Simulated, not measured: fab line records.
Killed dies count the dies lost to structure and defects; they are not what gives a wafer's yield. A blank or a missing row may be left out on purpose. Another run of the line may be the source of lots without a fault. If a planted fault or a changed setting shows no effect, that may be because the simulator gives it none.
fab line records -- flow sky130
record lots=14, wafers=42, last_day=50
route steps=708 shown VIA1@481 VIA2@527 CAPM@548
lots that met no fault: taken from a fault-free run of the same line
start_h: hours from the record's opening day to when the first of the lot's shown wafers began -- wait_h: hours since the lot's step before -- " same as the row above -- L1.1+2: a row that stands for several wafers -- - no value, or no start was given -- * or withheld: withheld -- < > ~ a bound
route shown NAME@n: NAME is a module with steps in the file, n the number in the route of the first one -- usual: mean/standard deviation of fault-free wafers -- same: alike in all rows -- chamber/n: place in a boat -- sites: each site's reading -- _std_site: standard deviation across them -- _edge_site: outer sites' mean less inner sites' -- radius_mm: how far each site lies from the wafer's centre -- mask NAME#n: copy n -- behind: the tool/chamber that last shaped the wafer -- hold: what put the lot on hold/how long, in hours/how the hold closed -- device: transistor that didn't switch, given as n, p or np -- end of line: tests of these same wafers at the route's end -- step lacking rows: just its recipe -- killed: the dies lost at the first sort to structure and to defects; this is not the yield of the wafer -- map: a wafer's dies, x killed, . not, _ none there
set.NAME: the setting the step ran with; set.NAME@STEP: the setting that earlier step ran with -- model.NAME: the simulator's own value behind a step, which no gauge read
the route's steps for a sample of lots (tables are steps, rows are wafers)
services: the hour from which a tool's chamber was out of use, counted from the record's first day as start_h (under 0 if before that day), plus the number of hours and why
## steps
# step SKY_VIA1_THK_MEAS_23
# recipe thk_meas_gauge=xrf, reads=W_of_VIA1_CVD_21
# usual VIA1_W_THK=260.8/2.6
lot.wafer,tool,chamber,start_h,wait_h,VIA1_W_THK[nm]
L185.2,film_metro-02,-,808.40,0.1,257.7
L185.3,film_metro-02,-,808.40,0.1,255.0
L185.6,film_metro-02,-,808.40,0.1,258.8
L186.3,film_metro-02,-,819.16,0.1,264.0
L186.5,film_metro-02,-,819.16,0.1,262.0
L186.6,film_metro-02,-,819.16,0.1,260.9
L188.2,film_metro-02,-,826.66,0.1,264.1
L188.5,film_metro-02,-,826.66,0.1,266.9
L188.6,film_metro-02,-,826.66,0.1,265.1
L189.4,film_metro-03,-,837.12,0.1,258.6
L189.5,film_metro-03,-,837.12,0.1,262.8
L189.6,film_metro-03,-,837.12,0.1,260.5
L191.2,film_metro-03,-,852.50,0.1,260.8
L191.5,film_metro-03,-,852.50,0.1,256.8
L191.6,film_metro-03,-,852.50,0.1,257.9
L190.1,film_metro-03,-,857.64,0.1,259.5
L190.2,film_metro-03,-,857.64,0.1,259.2
L190.3,film_metro-03,-,857.64,0.1,254.5
L197.2,film_metro-03,-,894.39,0.1,264.1
L197.5,film_metro-03,-,894.39,0.1,260.9
L197.6,film_metro-03,-,894.39,0.1,263.5
L198.3,film_metro-02,-,901.36,0.1,259.6
L198.4,film_metro-02,-,901.36,0.1,257.3
L198.5,film_metro-02,-,901.36,0.1,261.4
L199.1,film_metro-01,-,903.39,0.1,263.7
L199.3,film_metro-01,-,903.39,0.1,263.7
L199.4,film_metro-01,-,903.39,0.1,262.8
L200.1,film_metro-02,-,909.36,0.1,261.8
L200.2,film_metro-02,-,909.36,0.1,263.7
L200.6,film_metro-02,-,909.36,0.1,260.8
L202.1,film_metro-03,-,922.93,0.1,257.6
L202.2,film_metro-03,-,922.93,0.1,257.2
L202.4,film_metro-03,-,922.93,0.1,262.5
L204.4,film_metro-03,-,938.79,0.1,262.6
L204.5,film_metro-03,-,938.79,0.1,262.3
L204.6,film_metro-03,-,938.79,0.1,263.0
L207.1,film_metro-01,-,950.04,0.1,262.8
L207.2,film_metro-01,-,950.04,0.1,261.7
L207.4,film_metro-01,-,950.04,0.1,256.3
L208.2,film_metro-03,-,960.07,0.1,260.6
L208.3,film_metro-03,-,960.07,0.1,253.6
L208.4,film_metro-03,-,960.07,0.1,257.7
# step SKY_VIA2_SPUTTER_20
# recipe material=TiN, target_thk_nm=20, chamber_pressure_pa=5, power_w=4000, time_s=80
# usual throttle_valve_pct=29.1/1
lot.wafer,tool,chamber,start_h,wait_h,throttle_valve_pct
L185.2,pvd_sputter-03,-,863.85,0.0,29.2
L185.3,pvd_sputter-03,-,863.85,0.0,29.2
L185.6,pvd_sputter-03,-,863.85,0.0,27.1
L186.3,pvd_sputter-03,-,875.63,0.0,27.4
L186.5,pvd_sputter-03,-,875.63,0.0,27.5
L186.6,pvd_sputter-03,-,875.63,0.0,29.0
L188.2,pvd_sputter-03,-,882.05,0.0,29.3
L188.5,pvd_sputter-03,-,882.05,0.0,29.4
L188.6,pvd_sputter-03,-,882.05,0.0,27.2
L189.4,pvd_sputter-03,-,890.67,0.0,29.3
L189.5,pvd_sputter-03,-,890.67,0.0,29.8
L189.6,pvd_sputter-03,-,890.67,0.0,29.2
L191.2,pvd_sputter-03,-,906.89,0.0,29.2
L191.5,pvd_sputter-03,-,906.89,0.0,27.3
L191.6,pvd_sputter-03,-,906.89,0.0,29.6
L190.1,pvd_sputter-02,-,911.17,0.0,30.8
L190.2,pvd_sputter-02,-,911.17,0.0,29.7
L190.3,pvd_sputter-02,-,911.17,0.0,28.8
L197.2,pvd_sputter-01,-,946.21,0.0,29.3
L197.5,pvd_sputter-01,-,946.21,0.0,29.2
L197.6,pvd_sputter-01,-,946.21,0.0,29.3
L198.3,pvd_sputter-01,-,952.78,0.0,29.0
L198.4,pvd_sputter-01,-,952.78,0.0,29.3
L198.5,pvd_sputter-01,-,952.78,0.0,29.3
L199.1,pvd_sputter-01,-,955.51,0.0,30.8
L199.3,pvd_sputter-01,-,955.51,0.0,28.9
L199.4,pvd_sputter-01,-,955.51,0.0,28.7
L200.1,pvd_sputter-03,-,962.12,0.0,29.5
L200.2,pvd_sputter-03,-,962.12,0.0,29.4
L200.6,pvd_sputter-03,-,962.12,0.0,27.4
L202.1,pvd_sputter-01,-,974.33,0.0,28.6
L202.2,pvd_sputter-01,-,974.33,0.0,29.2
L202.4,pvd_sputter-01,-,974.33,0.0,29.2
L204.4,pvd_sputter-01,-,988.88,0.0,29.1
L204.5,pvd_sputter-01,-,988.88,0.0,28.5
L204.6,pvd_sputter-01,-,988.88,0.0,30.7
L207.1,pvd_sputter-03,-,1000.40,0.0,29.5
L207.2,pvd_sputter-03,-,1000.40,0.0,29.5
L207.4,pvd_sputter-03,-,1000.40,0.0,29.4
L208.2,pvd_sputter-03,-,1009.71,0.0,29.6
L208.3,pvd_sputter-03,-,1009.71,0.0,29.6
L208.4,pvd_sputter-03,-,1009.71,0.0,29.6
# step SKY_VIA2_CMP_24
# recipe stop_on=SiO2, t_overpolish_s=20, down_force_psi=3.5, platen_rpm=60, target_thk_nm=0, pad_velocity_m_s=0.94248
# usual motor_current_A=10.9/1, overpolish_run_s=20.000/0.0096, time_to_endpoint_s=100/5.9
lot.wafer,tool,chamber,start_h,wait_h,motor_current_A,overpolish_run_s,time_to_endpoint_s
L185.2,cmp-02,2,864.35,0.2,9.1,19.995,96
L185.3,cmp-02,3,864.35,0.2,10.5,19.999,94
L185.6,cmp-02,1,864.35,0.2,12.3,19.981,102
L186.3,cmp-01,2,876.10,0.1,10.4,20.007,99
L186.5,cmp-01,0,876.10,0.1,10.3,20.004,97
L186.6,cmp-01,1,876.10,0.1,10.7,20.011,93
L188.2,cmp-02,0,882.42,0.0,11.2,20.019,107
L188.6,cmp-02,0,882.42,0.0,11.5,19.994,108
L188.5,cmp-02,1,882.42,0.0,12.6,19.987,106
L189.4,cmp-01,2,891.09,0.1,10.5,20.002,102
L189.6,cmp-01,1,891.09,0.1,10.3,19.992,94
L189.5,cmp-01,2,891.09,0.1,10.0,20.008,95
L191.2,cmp-01,3,907.41,0.2,11.5,20.003,92
L191.5,cmp-01,0,907.41,0.2,11.1,20.003,96
L191.6,cmp-01,1,907.41,0.2,10.3,19.990,91
L190.1,cmp-01,1,911.54,0.1,10.2,19.993,92
L190.3,cmp-01,2,911.54,0.1,10.7,20.002,97
L190.2,cmp-01,3,911.54,0.1,11.5,20.002,91
L197.2,cmp-01,2,946.68,0.1,9.9,19.994,101
L197.5,cmp-01,0,946.68,0.1,11.6,20.002,98
L197.6,cmp-01,1,946.68,0.1,10.6,20.018,96
L198.3,cmp-02,3,953.25,0.1,10.5,20.000,103
L198.4,cmp-02,0,953.25,0.1,11.5,20.024,112
L198.5,cmp-02,2,953.25,0.1,9.2,20.000,102
L199.3,cmp-01,3,955.94,0.1,11.6,19.996,98
L199.1,cmp-01,0,955.94,0.1,10.2,19.995,99
L199.4,cmp-01,1,955.94,0.1,10.2,20.007,94
L200.1,cmp-02,0,962.62,0.1,12.0,20.010,108
L200.2,cmp-02,2,962.62,0.1,8.9,20.009,97
L200.6,cmp-02,1,962.62,0.1,12.7,20.011,110
L202.4,cmp-01,2,974.70,0.0,10.4,19.992,103
L202.1,cmp-01,3,974.70,0.0,11.4,19.990,101
L202.2,cmp-01,0,974.70,0.0,11.5,19.998,103
L204.4,cmp-01,2,989.40,0.2,10.5,19.972,104
L204.5,cmp-01,3,989.40,0.2,11.7,19.988,100
L204.6,cmp-01,0,989.40,0.2,10.0,20.012,106
L207.1,cmp-02,2,1000.77,0.1,8.8,20.002,100
L207.2,cmp-02,0,1000.77,0.1,11.8,19.995,111
L207.4,cmp-02,1,1000.77,0.1,12.7,20.008,111
L208.4,cmp-02,1,1010.08,0.0,12.5,19.997,110
L208.2,cmp-02,3,1010.08,0.0,10.8,20.001,105
L208.3,cmp-02,0,1010.08,0.0,11.3,20.004,105
# step SKY_CAPM_DEVELOP_11
# recipe resist=NOVOLAK, developer=TMAH, develop_time_s=60, dev_temp_c=23
# usual chill_plate_temp_C=23.00/0.098, develop_time_s=60/0
lot.wafer,tool,chamber,start_h,wait_h,chill_plate_temp_C,develop_time_s
L185.2,litho_track-01,0,890.14,0.1,22.93,60
L185.3,litho_track-01,0,890.14,0.1,23.02,60
L185.6,litho_track-01,0,890.14,0.1,22.87,60
L186.3,litho_track-03,0,901.83,0.1,23.10,60
L186.5,litho_track-03,0,901.83,0.1,23.08,60
L186.6,litho_track-03,0,901.83,0.1,22.93,60
L188.2,litho_track-01,-,907.44,0.1,-,-
L188.5,litho_track-01,-,907.44,0.1,-,-
L188.6,litho_track-01,-,907.44,0.1,-,-
L189.4,litho_track-04,-,917.41,0.1,-,-
L189.5,litho_track-04,-,917.41,0.1,-,-
L189.6,litho_track-04,-,917.41,0.1,-,-
L191.2,litho_track-04,0,932.36,0.1,23.05,60
L191.5,litho_track-04,0,932.36,0.1,23.05,60
L191.6,litho_track-04,0,932.36,0.1,22.73,60
L190.1,litho_track-03,0,935.93,0.1,22.95,60
L190.2,litho_track-03,0,935.93,0.1,23.09,60
L190.3,litho_track-03,0,935.93,0.1,23.03,60
L197.2,litho_track-01,0,971.34,0.1,22.92,60
L197.5,litho_track-01,0,971.34,0.1,23.04,60
L197.6,litho_track-01,0,971.34,0.1,23.16,60
L198.3,litho_track-04,0,977.38,0.1,23.26,60
L198.4,litho_track-04,0,977.38,0.1,23.12,60
L198.5,litho_track-04,0,977.38,0.1,23.16,60
L199.1,litho_track-04,0,979.43,0.1,22.97,60
L199.3,litho_track-04,0,979.43,0.1,23.02,60
L199.4,litho_track-04,0,979.43,0.1,22.93,60
L200.1,litho_track-01,0,986.41,0.1,23.08,60
L200.2,litho_track-01,0,986.41,0.1,22.98,60
L200.6,litho_track-01,0,986.41,0.1,22.81,60
L202.1,litho_track-04,0,998.73,0.1,23.14,60
L202.2,litho_track-04,0,998.73,0.1,23.15,60
L202.4,litho_track-04,0,998.73,0.1,23.07,60
L204.4,litho_track-04,0,1013.11,0.1,22.90,60
L204.5,litho_track-04,0,1013.11,0.1,23.03,60
L204.6,litho_track-04,0,1013.11,0.1,23.09,60
L207.1,litho_track-03,0,1023.63,0.1,22.93,60
L207.2,litho_track-03,0,1023.63,0.1,22.91,60
L207.4,litho_track-03,0,1023.63,0.1,23.04,60
L208.2,litho_track-01,0,1033.69,0.1,23.05,60
L208.3,litho_track-01,0,1033.69,0.1,23.00,60
L208.4,litho_track-01,0,1033.69,0.1,22.96,60
## services
tool,chamber,start_h,hours,kind
cmp-01,-,842.70,25.6,repair
pvd_sputter-03,-,849.59,5.9,repair
pvd_sputter-01,-,856.72,1.9,repair
cmp-01,-,863.14,1.3,repair
cmp-01,-,868.30,3.6,pm
cmp-02,-,904.36,15.7,pm
cmp-02,-,920.02,6.2,pm
cmp-02,-,926.20,4.0,pm
cmp-02,-,930.20,-,consumable_replace:conditioner
cmp-02,-,930.20,-,consumable_replace:pad
litho_track-04,-,932.03,-,consumable_replace:filter
cmp-01,-,932.08,3.0,repair
cmp-02,-,935.11,6.6,pm
## key
first_sign step=SKY_CAPM_DEVELOP_11, reading=tool_record, direction=missing
effect none on later readings
met_at SKY_CAPM_DEVELOP_11
struck_lots L188,L189
later_rows_left_out L188.2,L188.5,L188.6,L189.4,L189.5,L189.6
sort_left_out L188.2,L188.5,L188.6,L189.4,L189.5,L189.6
not_acting_at SKY_VIA1_THK_MEAS_23,SKY_VIA2_SPUTTER_20,SKY_VIA2_CMP_24
onset_between 890.14 907.44
fault kind=skipped_step_whole, tool=litho_track-01,litho_track-04, chamber=-, onset_h=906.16, steps=SKY_CAPM_DEVELOP_11, scope=struck_lots_only
# sort_left_out: the simulated sort isn't trusted on such a fault, so these wafers' sort isn't shown, and their yield isn't known
# later_rows_left_out: the simulator's readings of these wafers behind a module that went badly wrong aren't trusted and aren't shown, but for the sort
